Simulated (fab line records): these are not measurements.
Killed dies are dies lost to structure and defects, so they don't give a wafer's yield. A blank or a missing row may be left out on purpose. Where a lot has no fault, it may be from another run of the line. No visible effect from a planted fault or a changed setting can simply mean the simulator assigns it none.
Problem report in the 8D (eight disciplines) form, filled by code    flow gf180mcu    the parts of the form that need people (team, actions taken, sign-off) are left out

1. WHAT WENT WRONG
Across 6 wafers from 2 lots, PSD_RS at GF_PSD_RS_MEAS_15 averages 110.3 ohm/sq, while fault-free wafers read 108.6 ohm/sq with a standard deviation of 0.33. That puts it +5.3 standard deviations away from the usual mean.
The step: measures by four-point-probe.
First seen on wafer L460.1, day 21 12:31, on filmMetro-03. Wafers with a number at this step in the record: 36, from 12 lots. Rule for "out" (also "out of limits"): further than 4 standard deviations from the usual mean. Any other wafer with a number is counted as sound.

2. WHAT IT IS AND WHAT IT IS NOT
question                     is                          is not
which readings at this step  PSD_RS                      -
which lots                   L460, L461                  L440, L441, L444, L446, L447, L448, L449, L450, L452, L458
which wafers of those lots   all that have a number      -
read on which gauges         filmMetro-01, filmMetro-03  filmMetro-02
when                         from day 21 12:31           up to then (30 sound wafers)

3. WHAT RULES OUT EACH SUSPECT
Counting: a tool at any process step up to the reading remains a suspect when it ran all the lots that are out and ran no sound lot after the first of those.
- the gauge at GF_PSD_RS_MEAS_15 has been ruled out. Those wafers that are out were read across 2 gauges (filmMetro-01, filmMetro-03).
- implanter-03 at GF_PSD_IMPLANT_09: kept. It processed each lot that is out, first L460 at day 21 11:57, and no sound lot thereafter; up to then, the last sound lot it processed was L450 at day 18 09:09. On those wafers its own readings are out: beamEnergyKeV.
Left after counting: implanter-03 at GF_PSD_IMPLANT_09.

4. THE CAUSE (what the simulator had put in)
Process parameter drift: implanter-03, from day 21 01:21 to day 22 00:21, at GF_PSD_IMPLANT_09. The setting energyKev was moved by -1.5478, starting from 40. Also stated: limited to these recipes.
The count eliminated every tool but this one.

5. THE EFFECT CHAIN, in route order
Each row: a reading whose mean over the struck wafers that have a number lies more than 3 standard deviations from the usual. Readings are gone through only where the record gives a usual standard deviation; hours: the median, over the lots, of the time from a lot's start at the first step in this table giving one to that lot's start at this step; sigmas: the change measured in usual standard deviations.
hours  step               reading               usual         on struck wafers  change  sigmas
0      GF_PSD_IMPLANT_09  beamEnergyKeV         40.000        38.439            -1.561  -99 or more
0      GF_PSD_STRIP_10    stripTimeToEndpointS  16.53 s       16.41             -0.12   -3.3
1      GF_PSD_RS_MEAS_15  PSD_RS                108.6 ohm/sq  110.3             +1.8    +5.3
It contains these process steps:
- GF_PSD_IMPLANT_09
- GF_PSD_STRIP_10: strips in O2/N2.

6. WHAT WOULD HAVE CAUGHT IT SOONER
The first out-of-limits reading at a measuring or inspecting step in this record came at day 21 12:31, 11 hours after the fault's start at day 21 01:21.
Tool's own readings at GF_PSD_IMPLANT_09, beamEnergyKeV: out on all struck wafers the step has rows for; an alarm limit on them would have tripped on the first.
Of the lots that are out (2), L461 began GF_PSD_IMPLANT_09 on implanter-03 after day 21 12:31. Had the tool been put on hold then, it would have been spared.
